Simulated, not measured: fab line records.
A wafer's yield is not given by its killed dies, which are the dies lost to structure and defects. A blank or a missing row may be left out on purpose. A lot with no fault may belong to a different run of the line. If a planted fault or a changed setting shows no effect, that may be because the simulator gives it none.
Matching of chambers + flow sky130 + cmp-02 running SKY_VIA1_CMP_02: 3 sister chambers
The step polishes SiO2. 6 wafers are shown with their chamber, then 5 later ones without.

WAFERS WITH THEIR CHAMBER
| wafer  | chamber | motorCurrentA (A) |
|--------|---------|-------------------|
| L297.3 | 0       | 12.4              |
| L299.4 | 0       | 12.0              |
| L300.5 | 1       | 12.6              |
| L300.6 | 2       | 10.0              |
| L302.2 | 2       | 9.7               |
| L302.3 | 1       | 11.8              |

WAFERS WHOSE CHAMBER IS MISSING
| wafer  | motorCurrentA (A) |
|--------|-------------------|
| L302.5 | 12.5              |
| L301.1 | 10.1              |
| L301.2 | 12.7              |
| L312.2 | 10.7              |
| L312.5 | 10.3              |

EACH ONE'S CHAMBER
| wafer  | from the rows above          | in truth |
|--------|------------------------------|----------|
| L302.5 | can't be placed: 0 or 1      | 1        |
| L301.1 | 2                            | 2        |
| L301.2 | can't be placed: 0 or 1      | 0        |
| L312.2 | can't be placed: 2 or 0 or 1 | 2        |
| L312.5 | 2                            | 2        |
Correctly placed: 2 of 5. Not placeable from these rows: 3 (in 3, the candidates include the true chamber). Placed wrongly: 0.
How it was worked out, from the rows above alone: a wafer's distance from a chamber is the root of the sum, over the readings, of the square of ((its reading less the chamber's mean) divided by the reading's scatter). If the next closest chamber is less than 2 further off than the closest, the wafer can't be placed; otherwise it belongs to the closest. The mean given for a chamber averages the wafers shown for that chamber. How the scatter is found: for the shown wafers, subtract from each reading the mean of its chamber, square and add these, divide the total by (wafers less chambers), then take the root.
